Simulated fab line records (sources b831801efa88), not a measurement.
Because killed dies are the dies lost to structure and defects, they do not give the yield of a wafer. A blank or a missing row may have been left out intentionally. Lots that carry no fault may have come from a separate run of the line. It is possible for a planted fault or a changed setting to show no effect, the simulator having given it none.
Which tool is to blame? | flow sky130 | 13 lots with 39 wafers sampled at 6 steps, on a route of 708 steps

== WHAT THE GAUGES READ, wafer by wafer ==
SKY_SONOS_ONO_THK_MEAS_01. Usual: SONOS_ONO_OXIDATION_THK typically reads 2.61 nm, with standard deviation 0.06.
lot  | measured     | on            | SONOS_ONO_OXIDATION_THK (nm) | flag
L950 | day 12 03:22 | film_metro-04 | 2.68 2.64 2.68               |
L951 | day 12 10:04 | film_metro-04 | 2.59 2.63 2.60               |
L952 | day 12 13:44 | film_metro-01 | 2.62 2.61 2.69               |
L953 | day 12 21:16 | film_metro-01 | 2.61 2.54 2.63               |
L954 | day 13 03:01 | film_metro-02 | 2.70 2.63 2.59               |
L956 | day 13 21:24 | film_metro-04 | 2.60 2.58 2.65               |
L965 | day 16 19:11 | film_metro-01 | 2.56 2.69 2.59               |
L967 | day 17 05:52 | film_metro-01 | 2.64 2.63 2.69               |
L968 | day 17 20:11 | film_metro-01 | 2.57 2.51 2.53               |
L969 | day 17 21:59 | film_metro-01 | 2.48 2.53 2.47               |
L970 | day 18 08:28 | film_metro-01 | 2.53 2.50 2.53               |
L971 | day 18 20:16 | film_metro-01 | 2.66 2.69 2.61               |
L972 | day 19 05:58 | film_metro-04 | 2.62 2.63 2.65               |

SKY_LDD_P_TW_MEAS_11. Usual: LDD_P_TW typically reads 635, with standard deviation 3.6.
lot  | measured     | on            | LDD_P_TW    | flag
L950 | day 19 18:02 | film_metro-02 | 634 632 633 |
L951 | day 20 02:16 | film_metro-03 | 642 640 641 |
L952 | day 20 05:05 | film_metro-04 | 635 632 634 |
L953 | day 20 14:45 | film_metro-04 | 631 631 630 |
L954 | day 21 03:03 | film_metro-02 | 629 633 633 |
L956 | day 21 23:14 | film_metro-02 | 634 635 632 |
L965 | day 25 01:31 | film_metro-02 | 632 636 636 |
L967 | day 25 07:08 | film_metro-03 | 641 639 641 |
L968 | day 26 04:53 | film_metro-04 | 636 634 635 |
L969 | day 26 05:29 | film_metro-03 | 635 638 635 |
L970 | day 26 09:53 | film_metro-02 | 635 633 636 |
L971 | day 26 22:09 | film_metro-03 | 637 636 635 |
L972 | day 27 07:29 | film_metro-04 | 629 630 631 |

SKY_LDD_LDN_OVL_MEAS_07. Usual: LDD_LDN_OVL typically reads 0.4 nm, with standard deviation 1.6.
lot  | measured     | on         | LDD_LDN_OVL (nm) | flag
L950 | day 23 13:53 | overlay-01 | 1.1 4.0 1.7      |
L951 | day 23 22:14 | overlay-02 | -1.5 1.4 -2.0    |
L952 | day 24 01:49 | overlay-02 | 1.0 1.4 0.7      |
L953 | day 24 09:14 | overlay-02 | 1.1 1.4 2.8      |
L954 | day 24 20:47 | overlay-02 | -2.9 -1.3 -1.2   |
L956 | day 25 16:59 | overlay-01 | - - -            | OFF
L965 | day 28 15:59 | overlay-01 | -0.3 -2.4 -0.9   |
L967 | day 28 22:13 | overlay-02 | 0.3 0.4 -0.4     |
L968 | day 29 17:38 | overlay-02 | 3.5 -1.7 1.0     |
L969 | day 29 18:50 | overlay-01 | 2.3 2.3 1.9      |
L970 | day 29 23:31 | overlay-02 | 0.0 1.3 1.6      |
L971 | day 30 10:47 | overlay-02 | 1.2 1.5 2.7      |
L972 | day 30 19:44 | overlay-01 | 0.1 0.2 -0.9     |

SKY_LDD_LDN_TW_MEAS_13. Usual: LDD_LDN_TW typically reads 1472, with standard deviation 6.3.
lot  | measured     | on            | LDD_LDN_TW     | flag
L950 | day 23 14:37 | film_metro-04 | 1464 1469 1470 |
L951 | day 23 22:59 | film_metro-02 | 1480 1475 1483 |
L952 | day 24 02:34 | film_metro-02 | 1468 1473 1480 |
L953 | day 24 09:59 | film_metro-02 | 1462 1474 1475 |
L954 | day 24 21:32 | film_metro-02 | 1474 1470 1474 |
L956 | day 25 17:43 | film_metro-01 | 30 30 30       | OFF
L965 | day 28 16:44 | film_metro-02 | 1471 1463 1470 |
L967 | day 28 22:58 | film_metro-04 | 1476 1460 1472 |
L968 | day 29 18:22 | film_metro-02 | 1477 1474 1473 |
L969 | day 29 19:34 | film_metro-04 | 1473 1477 1483 |
L970 | day 30 00:16 | film_metro-04 | 1479 1486 1475 |
L971 | day 30 11:32 | film_metro-01 | 1469 1469 1478 |
L972 | day 30 20:28 | film_metro-01 | 1465 1469 1463 |

SKY_RES_XHIGH_TW_MEAS_09. Usual: RES_XHIGH_TW typically reads 1639, with standard deviation 13.
lot  | measured     | on            | RES_XHIGH_TW   | flag
L950 | day 27 09:26 | film_metro-04 | 1626 1648 1631 |
L951 | day 27 16:55 | film_metro-03 | 1638 1648 1637 |
L952 | day 27 19:40 | film_metro-01 | 1628 1630 1635 |
L953 | day 28 03:59 | film_metro-01 | 1633 1629 1628 |
L954 | day 28 14:15 | film_metro-03 | 1647 1650 1652 |
L956 | day 29 10:54 | film_metro-03 | 1916 1921 1920 | OFF
L965 | day 32 07:11 | film_metro-01 | 1628 1637 1633 |
L967 | day 32 12:43 | film_metro-01 | 1630 1623 1629 |
L968 | day 33 06:41 | film_metro-04 | 1644 1631 1635 |
L969 | day 33 09:26 | film_metro-01 | 1630 1637 1624 |
L970 | day 33 13:26 | film_metro-03 | 1654 1649 1660 |
L971 | day 33 23:50 | film_metro-03 | 1653 1656 1666 |
L972 | day 34 06:32 | film_metro-01 | 1612 1628 1621 |

== TOOL THAT RAN EACH LOT (tool first, then ch and the chambers of the sampled wafers, then the start) ==
lot  | SKY_LDD_LDN_EXPOSE_04
L950 | iline_stepper-01 ch 0, day 22 22:33
L951 | iline_stepper-02 ch 0, day 23 07:17
L952 | iline_stepper-01 ch 0, day 23 11:37
L953 | iline_stepper-02 ch 0, day 23 18:55
L954 | iline_stepper-01 ch 0, day 24 05:30
L956 | iline_stepper-01 ch 0, day 25 03:07
L965 | iline_stepper-02 ch 0, day 28 02:20
L967 | iline_stepper-02 ch 0, day 28 08:56
L968 | iline_stepper-01 ch 0, day 29 03:03
L969 | iline_stepper-01 ch 0, day 29 04:37
L970 | iline_stepper-01 ch 0, day 29 09:59
L971 | iline_stepper-01 ch 0, day 29 21:43
L972 | iline_stepper-02 ch 0, day 30 05:31
- SKY_LDD_LDN_EXPOSE_04: exposes mask LDNTM, target cd 700 nm.

== WHAT THE TOOLS THEMSELVES READ (means of the sampled wafers that have a number; where no wafer has one, the mark that the record gives instead) ==
The record holds no such reading with a usual standard deviation.

== THE ANSWER, worked out from the rows above alone ==
Rule: lot off if the mean of its wafers having a number is beyond 3 standard deviations from the usual mean. A lot without any number at a reading at which 4 lots or more have one is off too. The other lots that the step has rows for count as sound. First the gauges in route order, then the tools' own readings, where a lot's mean is used as printed above. The first step at which some lot is off is used, and at that step the reading that is off furthest; a lot without a number counts as furthest.
Off: L956, seen at SKY_LDD_LDN_OVL_MEAS_07 (LDD_LDN_OVL). Without a number there: L956.
If a tool, at a process step before that reading, ran all the lots that are off and no sound lot after the first of them, it fits. The gauges at SKY_LDD_LDN_OVL_MEAS_07 aren't tried: what is off there is off at SKY_LDD_LDN_TW_MEAS_13 too, on other tools, and a gauge's error can't cause that. Of those tried, none fits.

== WHAT THE SIMULATOR PUT IN ==
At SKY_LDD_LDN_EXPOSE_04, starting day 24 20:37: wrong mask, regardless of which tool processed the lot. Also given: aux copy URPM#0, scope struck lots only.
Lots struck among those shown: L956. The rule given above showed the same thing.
